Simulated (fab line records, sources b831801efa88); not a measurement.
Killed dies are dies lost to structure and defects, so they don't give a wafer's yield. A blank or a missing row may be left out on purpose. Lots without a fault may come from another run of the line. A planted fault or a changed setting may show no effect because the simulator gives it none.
Which tool did it? | flow sky130 | 10 lots, 30 wafers sampled, at 7 steps of a route of 708

WHAT THE GAUGES READ, wafer by wafer
SKY_LDD_HVN_OVL_MEAS_07. Usual: LDD_HVN_OVL 0.5 nm, standard deviation 1.3.
lot  | measured     | on         | LDD_HVN_OVL (nm) | flag
L180 | day 22 07:55 | overlay-02 | -0.9 -0.8 -0.6   |
L181 | day 22 13:40 | overlay-02 | -0.8 0.9 0.1     |
L184 | day 23 03:28 | overlay-01 | 2.0 1.5 1.4      |
L185 | day 23 11:10 | overlay-02 | 1.1 2.5 1.7      |
L190 | day 25 03:30 | overlay-01 | 0.6 0.7 0.8      |
L191 | day 25 13:45 | overlay-01 | 2.7 1.4 0.9      |
L192 | day 25 17:13 | overlay-02 | 3.0 2.5 1.6      |
L193 | day 26 02:02 | overlay-02 | 0.9 1.4 2.3      |
L194 | day 26 12:13 | overlay-02 | -1.4 -0.8 -0.8   |
L195 | day 26 20:46 | overlay-02 | -0.8 -1.2 -0.5   |

SKY_SD_P_TW_MEAS_11. Usual: SD_P_TW 2869, standard deviation 43.
lot  | measured     | on            | SD_P_TW                       | flag
L180 | day 27 09:02 | film_metro-04 | 2817 2826 2813                |
L181 | day 27 13:26 | film_metro-01 | 2927 2918 2917                |
L184 | day 28 05:03 | film_metro-04 | 2829 2837 2820                |
L185 | day 28 10:35 | film_metro-01 | 2921 2899 2913                |
L190 | day 30 01:07 | film_metro-01 | 2915 2927 2920                |
L191 | day 30 13:35 | film_metro-01 | 2924 2925 2907                |
L192 | day 30 19:25 | film_metro-02 | 2122 2114 2124 2122 2115 2125 | OFF
L193 | day 31 00:42 | film_metro-04 | 2088 2078 2087 2083 2084 2085 | OFF
L194 | day 31 08:52 | film_metro-04 | 2076 2076 2088 2086 2084 2089 | OFF
L195 | day 31 16:00 | film_metro-04 | 2088 2095 2080 2089 2082 2093 | OFF

SKY_SD_N_RS_MEAS_17: measures by four-point-probe. Usual: SD_P_RS 147.1 ohm/sq, standard deviation 0.37.
lot  | measured     | on            | SD_P_RS (ohm/sq)              | flag
L180 | day 29 17:50 | film_metro-04 | 146.1 145.5 146.2             | OFF
L181 | day 29 22:46 | film_metro-02 | 147.3 147.4 147.4             |
L184 | day 30 14:59 | film_metro-02 | 147.2 147.1 146.6             |
L185 | day 30 19:32 | film_metro-01 | 147.3 146.6 147.1             |
L190 | day 32 09:40 | film_metro-02 | 147.1 147.5 147.3             |
L191 | day 32 20:14 | film_metro-02 | 146.7 146.8 147.3             |
L192 | day 33 03:31 | film_metro-04 | 52.0 52.0 51.8 52.0 52.1 51.9 | OFF
L193 | day 33 07:21 | film_metro-02 | 52.1 52.2 52.0 52.1 52.2 52.2 | OFF
L194 | day 33 14:49 | film_metro-04 | 52.0 52.0 52.1 52.1 52.0 51.9 | OFF
L195 | day 33 23:38 | film_metro-04 | 52.0 51.9 52.0 51.9 51.9 51.9 | OFF

WHICH TOOL RAN EACH LOT (tool, then ch and the chambers of the sampled wafers, then the start)
lot  | SKY_LDD_P_STRIP_10                   | SKY_POLY_CUT_ETCH_11               | SKY_SD_P_IMPLANT_09             | SKY_SD_P_STRIP_10
L180 | plasma_asher-01 ch 0,1, day 21 01:31 | rie_diel-02 ch 0,1,3, day 26 03:22 | implanter-04 ch 0, day 27 08:48 | plasma_asher-03 ch 0,1, day 27 08:55
L181 | plasma_asher-03 ch 0,1, day 21 06:53 | rie_diel-02 ch 0,2,3, day 26 08:32 | implanter-03 ch 0, day 27 13:13 | plasma_asher-04 ch 0,1, day 27 13:21
L184 | plasma_asher-04 ch 0,1, day 21 21:21 | rie_diel-02 ch 0,1,2, day 27 00:04 | implanter-04 ch 0, day 28 04:48 | plasma_asher-03 ch 0,1, day 28 04:57
L185 | plasma_asher-04 ch 0, day 22 05:12   | rie_diel-04 ch 0,2,3, day 27 05:32 | implanter-04 ch 0, day 28 10:21 | plasma_asher-02 ch 0,1, day 28 10:28
L190 | plasma_asher-03 ch 0, day 23 21:18   | rie_diel-03 ch 0,2,3, day 28 20:31 | implanter-04 ch 0, day 30 00:52 | plasma_asher-03 ch 1, day 30 01:00
L191 | plasma_asher-04 ch 0, day 24 08:16   | rie_diel-02 ch 1,3, day 29 08:46   | implanter-02 ch 0, day 30 13:20 | plasma_asher-02 ch 0,1, day 30 13:28
L192 | plasma_asher-03 ch 0,1, day 24 11:58 | rie_diel-04 ch 0,2, day 29 14:20   | implanter-04 ch 0, day 30 19:10 | plasma_asher-02 ch 1, day 30 19:18
L193 | plasma_asher-01 ch 0,1, day 24 21:28 | rie_diel-04 ch 0,1,3, day 29 20:11 | implanter-04 ch 0, day 31 00:27 | plasma_asher-04 ch 0,1, day 31 00:36
L194 | plasma_asher-04 ch 0,1, day 25 06:39 | rie_diel-03 ch 0,2,3, day 30 04:50 | implanter-04 ch 0, day 31 08:37 | plasma_asher-02 ch 0,1, day 31 08:46
L195 | plasma_asher-01 ch 0,1, day 25 15:39 | rie_diel-04 ch 0,1, day 30 13:07   | implanter-03 ch 0, day 31 15:45 | plasma_asher-02 ch 0,1, day 31 15:54
- SKY_LDD_P_STRIP_10: strips in O2/N2.
- SKY_POLY_CUT_ETCH_11: etches Si3N4 in CF4/CH2F2/Ar, stops on poly-Si, time 42.5 s, target depth 60 nm.
- SKY_SD_P_IMPLANT_09
- SKY_SD_P_STRIP_10: strips in O2/N2.

WHAT THE TOOLS THEMSELVES READ (means of the sampled wafers that have a number; where no wafer has one, the mark that the record gives instead)
SKY_LDD_P_STRIP_10. Usual: chamber_pressure_mTorr 1500.1 mTorr, standard deviation 1.4; drypump_motor_current_A 5.7 A, standard deviation 0.53; n2_flow_sccm 300.0 sccm, standard deviation 0.86; oes_product_au 0.716 a.u., standard deviation 0.0046; strip_time_to_endpoint_s 14.17 s, standard deviation 0.033.
lot  | tool            | chamber_pressure_mTorr (mTorr) | drypump_motor_current_A (A) | n2_flow_sccm (sccm) | oes_product_au (a.u.) | strip_time_to_endpoint_s (s) | flag
L180 | plasma_asher-01 | 1500.2                         | 6.4                         | 300.5               | 0.712                 | 14.13                        |
L181 | plasma_asher-03 | 1499.4                         | 5.3                         | 300.4               | 0.717                 | 14.17                        |
L184 | plasma_asher-04 | 1500.3                         | 5.7                         | 299.5               | 0.715                 | 14.16                        |
L185 | plasma_asher-04 | 1499.8                         | 5.2                         | 301.3               | 0.716                 | 14.19                        |
L190 | plasma_asher-03 | 1500.6                         | 5.2                         | 300.3               | 0.719                 | 14.20                        |
L191 | plasma_asher-04 | 1499.8                         | 5.2                         | 300.2               | 0.715                 | 14.18                        |
L192 | plasma_asher-03 | 1499.1                         | 5.3                         | 299.9               | 0.716                 | 14.16                        |
L193 | plasma_asher-01 | 1499.4                         | 6.1                         | 299.6               | 0.711                 | 14.15                        |
L194 | plasma_asher-04 | 1500.9                         | 5.4                         | 300.1               | 0.716                 | 14.17                        |
L195 | plasma_asher-01 | 1500.5                         | 6.1                         | 298.8               | 0.717                 | 14.22                        |

SKY_POLY_CUT_ETCH_11. Usual: chamber_pressure_mTorr 40.00 mTorr, standard deviation 0.037; drypump_motor_current_A 5.9 A, standard deviation 0.44; oes_product_au 0.828 a.u., standard deviation 0.0068; throttle_valve_pct 14.994 %, standard deviation 0.0095.
lot  | tool        | chamber_pressure_mTorr (mTorr) | drypump_motor_current_A (A) | oes_product_au (a.u.) | throttle_valve_pct (%) | flag
L180 | rie_diel-02 | 39.98                          | 5.9                         | 0.832                 | 14.997                 |
L181 | rie_diel-02 | 40.04                          | 5.6                         | 0.828                 | 14.981                 |
L184 | rie_diel-02 | 39.99                          | 5.5                         | 0.827                 | 14.994                 |
L185 | rie_diel-04 | 40.00                          | 6.0                         | 0.830                 | 14.998                 |
L190 | rie_diel-03 | 40.03                          | 6.1                         | 0.824                 | 14.993                 |
L191 | rie_diel-02 | 40.02                          | 6.2                         | 0.841                 | 15.001                 |
L192 | rie_diel-04 | 40.02                          | 6.0                         | 0.828                 | 14.998                 |
L193 | rie_diel-04 | 39.99                          | 6.0                         | 0.832                 | 14.989                 |
L194 | rie_diel-03 | 39.98                          | 6.1                         | 0.825                 | 14.986                 |
L195 | rie_diel-04 | 39.97                          | 5.7                         | 0.834                 | 14.995                 |

SKY_SD_P_IMPLANT_09. Usual: tilt_deg 0.000 degrees, standard deviation 0.019.
lot  | tool         | tilt_deg (degrees) | flag
L180 | implanter-04 | 0.025              |
L181 | implanter-03 | 0.033              |
L184 | implanter-04 | -0.013             |
L185 | implanter-04 | -0.009             |
L190 | implanter-04 | -0.001             |
L191 | implanter-02 | 0.003              |
L192 | implanter-04 | 0.026              |
L193 | implanter-04 | -0.017             |
L194 | implanter-04 | 0.007              |
L195 | implanter-03 | -0.008             |

SKY_SD_P_STRIP_10. Usual: chamber_pressure_mTorr 1499.8 mTorr, standard deviation 1.3; drypump_motor_current_A 5.6 A, standard deviation 0.32; n2_flow_sccm 300.0 sccm, standard deviation 0.88; oes_product_au 0.618 a.u., standard deviation 0.0041; strip_time_to_endpoint_s 17.52 s, standard deviation 0.035.
lot  | tool            | chamber_pressure_mTorr (mTorr) | drypump_motor_current_A (A) | n2_flow_sccm (sccm) | oes_product_au (a.u.) | strip_time_to_endpoint_s (s) | flag
L180 | plasma_asher-03 | 1499.1                         | 5.3                         | 300.4               | 0.616                 | 17.60                        |
L181 | plasma_asher-04 | 1498.4                         | 5.7                         | 300.2               | 0.620                 | 17.51                        |
L184 | plasma_asher-03 | 1499.7                         | 5.3                         | 300.6               | 0.621                 | 17.53                        |
L185 | plasma_asher-02 | 1499.5                         | 5.8                         | 300.2               | 0.617                 | 17.54                        |
L190 | plasma_asher-03 | 1499.8                         | 5.3                         | 300.0               | 0.617                 | 17.47                        |
L191 | plasma_asher-02 | 1499.0                         | 5.8                         | 302.1               | 0.619                 | 17.49                        |
L192 | plasma_asher-02 | 1498.7                         | 5.7                         | 300.1               | 0.604                 | 18.21                        | OFF
L193 | plasma_asher-04 | 1501.1                         | 5.4                         | 300.6               | 0.599                 | 18.16                        | OFF
L194 | plasma_asher-02 | 1498.9                         | 5.8                         | 299.7               | 0.602                 | 18.15                        | OFF
L195 | plasma_asher-02 | 1500.0                         | 5.9                         | 300.0               | 0.603                 | 18.20                        | OFF

THE ANSWER, worked out from the rows above alone
Rule: a lot is off if the mean of its wafers that have a number lies more than 3 standard deviations from the usual mean. A lot without any number at a reading at which 4 lots or more have one is off too. The other lots that the step has rows for count as sound. The gauges are gone through in route order, then the tools' own readings, and for those a lot's mean is taken as printed above. The first step at which some lot is off is used, and at that step the reading that is off furthest; a lot without a number counts as furthest.
Off: L192, L193, L194, L195, at SKY_SD_P_TW_MEAS_11 (SD_P_TW).
A tool fits if, at a process step before that reading, it ran every lot that is off, and no sound lot after the first of them. The gauges at SKY_SD_P_TW_MEAS_11 aren't tried: what is off there is off at SKY_SD_P_STRIP_10 too, on other tools, and a gauge's error can't cause that. None of those tried fits.

WHAT THE SIMULATOR HAD PUT IN
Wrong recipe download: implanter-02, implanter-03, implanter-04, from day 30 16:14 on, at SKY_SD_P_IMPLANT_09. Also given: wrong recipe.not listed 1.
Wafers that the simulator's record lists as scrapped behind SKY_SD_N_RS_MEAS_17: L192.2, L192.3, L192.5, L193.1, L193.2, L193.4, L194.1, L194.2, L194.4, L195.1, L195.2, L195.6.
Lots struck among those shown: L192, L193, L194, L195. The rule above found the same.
